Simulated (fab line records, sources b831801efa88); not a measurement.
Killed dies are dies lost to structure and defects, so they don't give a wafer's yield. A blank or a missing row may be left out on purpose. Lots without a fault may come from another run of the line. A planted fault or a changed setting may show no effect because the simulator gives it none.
Which tool did it? | flow gf180mcu | 11 lots, 33 wafers sampled, at 4 steps of a route of 602

WHAT THE GAUGES READ, wafer by wafer
GF_V3_OVL_MEAS_15.
lot  | measured     | on         | V3_OVL (nm)
L732 | day 22 18:10 | overlay-01 | 9 1 9
L733 | day 23 03:34 | overlay-01 | 8 11 8
L734 | day 23 11:31 | overlay-01 | 4 4 2
L736 | day 24 04:52 | overlay-01 | -1 4 6
L742 | day 26 00:43 | overlay-01 | -12 -6 -4
L743 | day 26 04:43 | overlay-02 | -5 -6 -3
L744 | day 26 14:06 | overlay-01 | 13 14 3
L746 | day 27 06:34 | overlay-02 | 8 6 3
L748 | day 27 23:25 | overlay-01 | 0 1 -1
L754 | day 29 21:48 | overlay-02 | 3 4 9
L755 | day 29 23:46 | overlay-01 | -4 -8 -5

WHICH TOOL RAN EACH LOT (tool, then ch and the chambers of the sampled wafers, then the start)
lot  | GF_M2_METAL_ETCH_16               | GF_M2_STRIP_17                       | GF_V3_CVD_02
L732 | rie_metal-02 ch 0,1, day 19 13:05 | plasma_asher-04 ch 0,1, day 19 13:13 | pecvd-01 ch 0,2, day 21 17:57
L733 | rie_metal-03 ch 0,1, day 19 21:28 | plasma_asher-02 ch 0,1, day 19 21:35 | pecvd-02 ch 0,2, day 22 03:08
L734 | rie_metal-02 ch 0,1, day 20 07:20 | plasma_asher-04 ch 0,1, day 20 07:28 | pecvd-01 ch 0,1,2, day 22 11:56
L736 | rie_metal-01 ch 0,1, day 21 03:05 | plasma_asher-01 ch 0,1, day 21 03:12 | pecvd-03 ch 0,2, day 23 05:39
L742 | rie_metal-03 ch 0,1, day 23 02:29 | plasma_asher-02 ch 0,1, day 23 02:37 | pecvd-02 ch 0,1,2, day 25 02:54
L743 | rie_metal-03 ch 0,1, day 23 06:51 | plasma_asher-02 ch 0,1, day 23 06:59 | pecvd-01 ch 1,2, day 25 06:31
L744 | rie_metal-03 ch 0,1, day 23 16:49 | plasma_asher-02 ch 0,1, day 23 16:56 | pecvd-02 ch 0,1, day 25 16:21
L746 | rie_metal-02 ch 0,1, day 24 10:14 | plasma_asher-01 ch 0,1, day 24 10:22 | pecvd-03 ch 0,2, day 26 09:17
L748 | rie_metal-03 ch 0,1, day 25 04:23 | plasma_asher-04 ch 0,1, day 25 04:31 | pecvd-02 ch 0,1,2, day 27 03:16
L754 | rie_metal-01 ch 0,1, day 27 05:50 | plasma_asher-01 ch 0,1, day 27 05:58 | pecvd-01 ch 0,1, day 29 01:41
L755 | rie_metal-01 ch 0,1, day 27 07:46 | plasma_asher-02 ch 0,1, day 27 07:53 | pecvd-03 ch 1,2, day 29 03:37
- GF_M2_METAL_ETCH_16: etches the open film in Cl2/BCl3, stops on SiO2, target depth 750.8 nm, time 125.1 s.
- GF_M2_STRIP_17: strips in O2/N2.
- GF_V3_CVD_02: deposits SiO2 from TEOS, target thk 850 nm, time 94.851 s.

THE ANSWER, worked out from the rows above alone
Rule: what is usual is taken from the lots themselves. Put in order of their means at a reading, lots are off if they are a third of the lots or fewer, leave a main group of 4 or more, and stand apart from it by a gap of 3 or more times the standard deviation of the main group's means; of several such gaps the widest counts. A main group whose means are all the same, to the digits that the tables above print for the reading, isn't used. A lot without any number at a reading at which 4 lots or more have one is off too. The other lots that the step has rows for count as sound.
No lot is off at any reading shown: from this, nothing can be told.

WHAT THE SIMULATOR HAD PUT IN
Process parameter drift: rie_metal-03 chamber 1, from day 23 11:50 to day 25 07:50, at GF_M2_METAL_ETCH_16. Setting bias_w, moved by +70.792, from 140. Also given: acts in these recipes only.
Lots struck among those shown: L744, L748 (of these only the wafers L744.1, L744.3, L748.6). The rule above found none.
